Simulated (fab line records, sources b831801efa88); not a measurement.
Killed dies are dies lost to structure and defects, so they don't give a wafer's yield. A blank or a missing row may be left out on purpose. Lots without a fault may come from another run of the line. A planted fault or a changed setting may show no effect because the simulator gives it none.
fab line records | flow gf180mcu | part 2 of 2: steps 27 to 35 of 35
record lots=5 wafers=15 last_day=34
route steps=602 shown M3@421 V3@429
lots that met no fault: from a run of the same line without faults
start_h: hours from the record's first day to the start of the lot's first wafer shown | wait_h: hours since the lot's step before | " the same as in the row above | L1.1+2: a row that stands for several wafers | - no value, or no start given | * or withheld: withheld | < > ~ a bound
route shown NAME@n: a module of which the file shows steps, and the number in the route of the first | usual: mean/standard deviation of fault-free wafers | same: alike in all rows | chamber/n: place in a boat | sites: the reading at each site | _std_site: their standard deviation | _edge_site: outer sites' mean less inner sites' | radius_mm: how far each site lies from the wafer's centre | mask NAME#n: copy n | behind: the tool/chamber that last shaped the wafer | hold: why the lot was held/for how many hours/how that ended | device: the transistor (n, p or np) that didn't switch | end of line: the same wafers' tests at the end of the route | a step without rows: its recipe alone | killed: dies lost to structure and defects at the first sort, not the wafer's yield | map: a wafer's dies, x killed, . not, _ none there
set.NAME: the setting as run; set.NAME@STEP: as run at that earlier step | model.NAME: the simulator's own value behind a step, which no gauge read
lots at some steps of the route; a table a step, a row a wafer
services: from which hour (start_h, from the record's first day; less than 0 if before it) a tool's chamber was out of use, for how many hours, and why
## steps
# step GF_V3_STRIP_18
# recipe chemistry=O2/N2 power_w=1400 pressure_mtorr=1500 platen_temp_c=250 o2_flow_sccm=3000 n2_flow_sccm=300 overash_fraction=0.5
# usual drypump_motor_current_A=5.6/0.5 heater_power_w=353/25 oes_product_au=0.592/0.0051
# same overash_fraction=0.5
# columns lot.wafer tool chamber start_h wait_h drypump_motor_current_A heater_power_w oes_product_au rf_hours_counter_h
L077.1 plasma_asher-04 0 547.26 - 4.8 333 0.581 78
L077.2 " 1 " " 5.7 408 0.599 78
L077.5 " 1 " " 5.7 387 0.584 -
L076.1 plasma_asher-02 0 547.37 - 6.3 350 0.586 14
L076.3 " 0 " " 6.2 370 0.598 -
L076.6 " 0 " " 6.3 358 0.589 -
L091.3 plasma_asher-04 1 647.17 - 5.7 392 0.588 -
L091.5 " 1 " " 5.7 395 0.588 -
L091.6 " 0 " " 4.8 329 0.601 -
L094.1 plasma_asher-04 1 670.71 - 5.7 388 0.592 92
L094.3 " 0 " " 4.8 331 0.591 -
L094.6 " 0 " " 4.8 330 0.592 -
L097.2 plasma_asher-04 0 689.08 - 4.8 334 0.581 94
L097.5 " 0 " " 4.8 331 0.580 -
L097.6 " 1 " " 5.7 394 0.592 -
# step GF_V3_STRIP_19
# recipe chemistry=post_etch_residue_remover time_s=1200 temp_c=72.5
# usual bath_heat_duty_pct=13.6/1.2
# same time_s=1200
# columns lot.wafer tool chamber start_h wait_h bath_heat_duty_pct
L077.1 wet_bench-01 1 547.36 0.1 12.2
L077.2 " 1 " " 14.2
L077.5 " 1 " " 13.7
L076.1 wet_bench-02 1 547.47 0.1 15.2
L076.3 " 1 " " 15.6
L076.6 " 1 " " 15.1
L091.3 wet_bench-04 3 647.23 0.0 12.4
L091.5 " 3 " " 13.5
L091.6 " 3 " " 12.3
L094.1 wet_bench-02 0 670.81 0.1 12.8
L094.3 " 0 " " 14.8
L094.6 " 0 " " 14.8
L097.2 wet_bench-02 1 689.18 0.1 15.4
L097.5 " 1 " " 15.4
L097.6 " 1 " " 15.3
# step GF_V3_CLEAN_20
# recipe chemistry=DIW dry=n2_spin
# columns lot.wafer tool chamber start_h wait_h
L077.1+2+5 wet_bench-04 2 547.70 0.0
L076.1+3+6 wet_bench-04 3 547.88 0.0
L091.3+5+6 wet_bench-01 2 647.61 0.0
L094.1+3+6 wet_bench-04 1 671.18 0.0
L097.2+5+6 wet_bench-01 0 689.52 0.0
# step GF_V3_SPUTTER_21
# recipe material=Ti target_thk_nm=15 chamber_pressure_pa=5 power_w=2500 substrate_temp_c=200 time_s=80.02
# usual throttle_valve_pct=29.9/1.2
# same time_s=80.02
# columns lot.wafer tool chamber start_h wait_h throttle_valve_pct
L077.1 pvd_sputter-03 - 547.79 0.0 29.9
L077.2 " - " " 31.4
L077.5 " - " " 31.3
L076.1 pvd_sputter-02 - 547.97 0.0 29.8
L076.3 " - " " 29.0
L076.6 " - " " 31.8
L091.3 pvd_sputter-01 - 647.70 0.0 29.9
L091.5 " - " " 30.1
L091.6 " - " " 30.0
L094.1 pvd_sputter-01 - 671.28 0.0 29.9
L094.3 " - " " 29.6
L094.6 " - " " 30.2
L097.2 pvd_sputter-02 - 689.62 0.0 32.3
L097.5 " - " " 29.0
L097.6 " - " " 32.0
# step GF_V3_SPUTTER_22
# recipe material=TiN target_thk_nm=10 chamber_pressure_pa=5 power_w=4000 time_s=40
# usual throttle_valve_pct=29.9/1.2
# same time_s=40
# columns lot.wafer tool chamber start_h wait_h throttle_valve_pct
L077.1 pvd_sputter-03 - 547.85 0.0 30.2
L077.2 " - " " 31.7
L077.5 " - " " 31.5
L076.1 pvd_sputter-02 - 548.03 0.0 29.8
L076.3 " - " " 29.0
L076.6 " - " " 32.1
L091.3 pvd_sputter-01 - 647.76 0.0 29.9
L091.5 " - " " 30.2
L091.6 " - " " 30.1
L094.1 pvd_sputter-01 - 671.34 0.0 30.1
L094.3 " - " " 30.1
L094.6 " - " " 29.9
L097.2 pvd_sputter-02 - 689.68 0.0 31.8
L097.5 " - " " 29.1
L097.6 " - " " 32.0
# step GF_V3_CVD_23
# recipe material=W target_thk_nm=350 time_s=104.9 temp_c=400 pressure_torr=40
# usual heater_power_w=832/61
# same time_s=104.9
# columns lot.wafer tool chamber start_h wait_h heater_power_w
L077.1 cvd_w-01 1 547.89 0.0 785
L077.2 " 0 " " 867
L077.5 " 0 " " 864
L076.1 cvd_w-02 1 548.07 0.0 898
L076.3 " 0 " " 758
L076.6 " 0 " " 760
L091.3 cvd_w-02 1 647.83 0.1 895
L091.5 " 1 " " 908
L091.6 " 0 " " 756
L094.1 cvd_w-01 0 671.38 0.0 856
L094.3 " 0 " " 857
L094.6 " 0 " " 870
L097.2 cvd_w-02 0 689.72 0.0 751
L097.5 " 1 " " 910
L097.6 " 0 " " 763
# step GF_V3_RS_MEAS_24
# recipe thk_meas_gauge=four-point-probe reads=W_of_V3_CVD_23+TiN_of_V3_SPUTTER_22+Ti_of_V3_SPUTTER_21
# usual V3_W_RS=0.327/0.0031
# columns lot.wafer tool chamber start_h wait_h V3_W_RS[ohm/sq]
L077.1 film_metro-02 - 548.00 0.1 0.327
L077.2 " - " " 0.329
L077.5 " - " " 0.323
L076.1 film_metro-01 - 548.18 0.1 0.324
L076.3 " - " " 0.323
L076.6 " - " " 0.327
L091.3 film_metro-03 - 647.95 0.1 0.325
L091.5 " - " " 0.325
L091.6 " - " " 0.326
L094.1 film_metro-01 - 671.49 0.1 0.328
L094.3 " - " " 0.327
L094.6 " - " " 0.325
L097.2 film_metro-03 - 689.85 0.1 0.330
L097.5 " - " " 0.331
L097.6 " - " " 0.329
# step GF_V3_THK_MEAS_25
# recipe thk_meas_gauge=xrf reads=W_of_V3_CVD_23
# usual V3_W_THK=345/4.1
# columns lot.wafer tool chamber start_h wait_h V3_W_THK[nm]
L077.1 film_metro-02 - 548.12 0.1 344
L077.2 " - " " 343
L077.5 " - " " 347
L076.1 film_metro-01 - 548.30 0.1 341
L076.3 " - " " 342
L076.6 " - " " 338
L091.3 film_metro-03 - 648.05 0.1 353
L091.5 " - " " 351
L091.6 " - " " 350
L094.1 film_metro-01 - 671.61 0.1 344
L094.3 " - " " 346
L094.6 " - " " 346
L097.2 film_metro-03 - 689.96 0.1 345
L097.5 " - " " 343
L097.6 " - " " 345
# step GF_V3_CMP_26
# recipe stop_on=SiO2 down_force_psi=3.5 platen_rpm=60 t_overpolish_s=15 target_thk_nm=0 pad_velocity_m_s=0.94248
# usual head_pressure_psi=3.500/0.0072 motor_current_A=10.7/0.62 overpolish_run_s=15.000/0.0083 time_to_endpoint_s=85/4
# same t_overpolish_s=15
# columns lot.wafer tool chamber start_h wait_h head_pressure_psi motor_current_A overpolish_run_s time_to_endpoint_s
L077.1 cmp-01 3 548.18 0.1 3.488 10.8 15.009 79
L077.2 " 2 " " 3.512 11.0 14.999 78
L077.5 " 0 " " 3.500 11.1 15.008 86
L076.1 cmp-01 1 548.53 0.2 3.509 10.2 14.997 85
L076.3 " 2 " " 3.513 10.6 14.997 79
L076.6 " 0 " " 3.495 11.8 15.011 84
L091.3 cmp-01 1 648.19 0.1 3.500 9.8 14.994 88
L091.6 " 3 " " 3.498 10.6 14.996 85
L091.5 " 0 " " 3.495 10.9 14.997 90
L094.3 cmp-01 1 671.67 0.0 3.491 9.6 15.006 85
L094.1 " 0 " " 3.492 10.7 14.993 85
L094.6 " 2 " " 3.503 10.9 15.012 80
L097.2 cmp-02 2 690.01 0.0 3.507 10.7 14.994 83
L097.5 " 2 " " 3.491 10.9 14.998 82
L097.6 " 3 " " 3.495 10.3 14.995 83
## services
# columns tool chamber start_h hours kind
cmp-01 - 507.58 0.9 repair
cmp-02 - 507.69 1.4 repair
plasma_asher-03 - 508.81 15.6 pm
krf_scanner-01 - 513.09 1.4 repair
cmp-02 - 513.19 0.9 repair
krf_scanner-01 - 516.41 0.8 pm
wet_bench-02 - 518.45 5.4 repair
cmp-01 - 528.97 4.6 pm
cvd_w-02 0 532.33 12.6 repair
cmp-02 - 532.83 17.5 repair
pvd_sputter-02 - 538.50 0.5 repair
cmp-02 - 538.64 0.8 repair
hdpcvd-01 - 539.25 15.0 pm
krf_scanner-01 - 545.78 1.3 pm
cmp-01 - 572.30 4.0 pm
pvd_sputter-02 - 577.26 9.2 repair
cmp-01 - 583.38 2.4 repair
pvd_sputter-01 - 589.15 3.4 repair
wet_bench-02 - 629.80 1.6 repair
cmp-02 - 634.04 4.8 pm
rie_diel-02 - 640.59 5.5 repair
pvd_sputter-01 - 650.97 0.6 repair
rie_diel-02 3 653.99 6.2 repair
cmp-01 - 657.37 0.6 repair
